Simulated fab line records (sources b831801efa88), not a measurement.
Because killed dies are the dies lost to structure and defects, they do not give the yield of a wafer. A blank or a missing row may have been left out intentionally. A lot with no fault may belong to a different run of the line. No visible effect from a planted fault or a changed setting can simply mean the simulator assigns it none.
Comparing a struck lot with a sound one | flow gf180mcu | 15 steps out of a route of 602
Sound: wafers L382.1, L382.5, L382.6. Struck: wafer L389.1. (L389.4, L389.6 of the same lot were not struck and are left out.) The cause comes at the end.
Order at every step that has rows: each side's tool, ch and its chambers, its first start. Under that, the readings that differ: sound wafers | struck wafers | difference of the means | sigmas: that difference in standard deviations of wafers without a fault.
alike: same words and numbers on both sides, and readings whose means sit less than 2 such deviations apart. not compared: any withheld reading, any reading some wafer has no value for, any bound like >300 that may hide the same value, and any number with overlapping values for which the record gives no deviation.
The two part at a step that has a row with sigmas, a row that says differs or no value, or rows on one side only. Numbers that have no deviation but don't overlap get no sigmas and don't part them. A reading that every wafer of one side lacks parts them only if that side has two wafers or more.

GF_V1_OVL_MEAS_15:
  struck on overlay-02, day 22 07:28; sound on overlay-01, day 19 17:37
  alike: V1_OVL
then, 1 step without rows for these wafers: GF_V1_ETCH_16 (etches BARC in N2/H2).
GF_V1_ETCH_17: etches SiO2 in C4F8/O2/Ar, stops on TiN, target depth 630 nm.
  sound on rie-diel-04 ch 1,2,3; struck on rie-diel-01 ch 2
  alike: oes-product-au
GF_V1_STRIP_18: strips in O2/N2.
  sound on plasma-asher-04 ch 0,1, day 19 17:47; struck on plasma-asher-04 ch 1, day 22 07:38
  alike: drypump-motor-current-A, heater-power-w, oes-product-au
  not compared: rf-hours-counter-h
then, 3 steps without rows for these wafers: GF_V1_STRIP_19 (strips in post etch residue remover, time 1200 s); GF_V1_CLEAN_20 (cleans in DIW); GF_V1_SPUTTER_21 (material Ti, target thk 15 nm, time 80.02 s).
GF_V1_SPUTTER_22: material TiN, target thk 10 nm, time 40 s.
  struck on pvd-sputter-02, day 22 08:14; sound on pvd-sputter-04, day 19 18:43
  alike: throttle-valve-pct
then, 1 step without rows for these wafers: GF_V1_CVD_23 (deposits W, target thk 350 nm, time 105.05 s).
GF_V1_RS_MEAS_24: the measuring method here is four-point-probe.
  struck on film-metro-04, day 22 08:23; sound on film-metro-01, day 19 18:52
  alike: V1_W_RS
GF_V1_THK_MEAS_25: measures by xrf.
  struck on film-metro-04, day 22 08:31; sound on film-metro-01, day 19 18:59
  alike: V1_W_THK
GF_V1_CMP_26: polishes, stops on SiO2, t overpolish 15 s, target thk 0 nm.
  sound on cmp-01 ch 0,1,2, day 19 19:09; struck on cmp-02 ch 2, day 22 08:40
  alike: motor-current-A, overpolish-run-s, slurry-filter-dp-kPa, time-to-endpoint-s
GF_M2_SPUTTER_00: material Ti, target thk 37.5 nm, time 150 s.
  struck on pvd-sputter-01, day 22 08:52; sound on pvd-sputter-01, day 19 19:21
  reading                               | sound            | struck | difference | sigmas
  model.Ti_of_M2_SPUTTER_00.thk-nm (nm) | 38.71 37.33 38.2 | 27.89  | -10.19     |
  alike: throttle-valve-pct
GF_M2_SPUTTER_01: material TiN, target thk 30 nm, time 25 s.
  struck on pvd-sputter-01, day 22 08:58; sound on pvd-sputter-01, day 19 19:27
  alike: throttle-valve-pct
next, for these wafers, 1 step has no rows: GF_PASSIVATION_PROBE_99.

== WHERE THEY PART ==
Nowhere in this record.

WHY: what had been put in by the simulator
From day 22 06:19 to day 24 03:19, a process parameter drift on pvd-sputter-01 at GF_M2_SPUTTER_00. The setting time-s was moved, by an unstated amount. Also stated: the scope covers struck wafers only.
